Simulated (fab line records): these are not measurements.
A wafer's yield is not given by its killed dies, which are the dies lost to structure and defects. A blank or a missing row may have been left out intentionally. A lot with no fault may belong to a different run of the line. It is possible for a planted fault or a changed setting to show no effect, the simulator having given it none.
The same fault as seen by 2 desks	flow gf180mcu	numbers are kept per desk, each desk with only its own; the story behind them comes last

## TOOL OWNER'S DESK, rie_metal-04
The tool's own readings at GF_M3_METAL_ETCH_16 (etches the open film in Cl2/BCl3, stops on SiO2, target depth 627.5 nm, time 104.6 s): means of the sampled wafers that have a number, for each lot that ran on this tool. Any lot whose mean is over 4 standard deviations away from the usual mean is out of limits and marked OUT; that distance is given in the brackets.
Columns: A = bias_w at GF_M3_METAL_ETCH_16, usual 140.0 W; B = drypump_motor_current_A at GF_M3_METAL_ETCH_16, usual 5.6 A; C = oes_product_au at GF_M3_METAL_ETCH_16, usual 0.968 a.u.; D = throttle_valve_pct at GF_M3_METAL_ETCH_16, usual 28.255 %
lot	first seen here	A	B	C	D
L887	day 22 15:48	139.6	5.4	0.973	28.245
L888	day 22 23:29	140.0	5.6	0.971	28.239
L891	day 24 00:42	140.0	5.6	0.965	28.256
L896	day 26 01:56	140.3	5.4	0.961	28.271
L900	day 27 07:09	110.8 (-79) OUT	5.5	0.960	28.257
L904	day 28 15:09	110.8 (-79) OUT	5.7	0.958	28.283
This desk's finding: out of limits on L900, L904; first on L900, day 27 07:09 (bias_w at GF_M3_METAL_ETCH_16). L887, L888, L891, L896: within limits.

## METROLOGY DESK
What the gauges read for every lot (on any tool): the sampled wafers with a number, averaged. Any lot whose mean is over 4 standard deviations away from the usual mean is out of limits and marked OUT; that distance is given in the brackets.
Columns: A = V3_CVD_02_THK at GF_V3_THK_MEAS_03, usual 853 nm; B = V3_BOW at GF_V3_BOW_MEAS_05, usual 118 um
lot	first seen here	A	B
L883	day 21 08:30	849	119
L884	day 21 12:19	848	111
L885	day 21 22:56	862	124
L886	day 22 08:50	852	113
L887	day 22 17:13	863	122
L888	day 23 00:30	857	107
L891	day 24 01:33	859	109
L892	day 24 14:01	857	117
L893	day 25 07:41	845	109
L895	day 25 20:49	859	107
L896	day 26 02:55	856	114
L900	day 27 08:00	848	107
L905	day 28 15:42	839	124
L904	day 28 16:02	854	116
This desk found nothing out of limits on any of the 14 lots.

## TAKEN TOGETHER
At day 27 07:09, on L900, L904, the tool owner's desk was in a position to raise an alarm.
From the metrology desk's view, nothing was out of limits.
The metrology desk holds a record of L900, L904, inside its limits.
All the named lots went through GF_M3_METAL_ETCH_16 on rie_metal-04.

## WHAT HAD BEEN PUT IN BY THE SIMULATOR
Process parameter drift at GF_M3_METAL_ETCH_16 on rie_metal-04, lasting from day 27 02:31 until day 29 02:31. Setting bias_w shifted by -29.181 from 140. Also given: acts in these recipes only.
Struck lots among those shown: L900, L904.
Delay in hours, fault start to first out-of-limits reading, by desk: the tool owner's desk at 5.
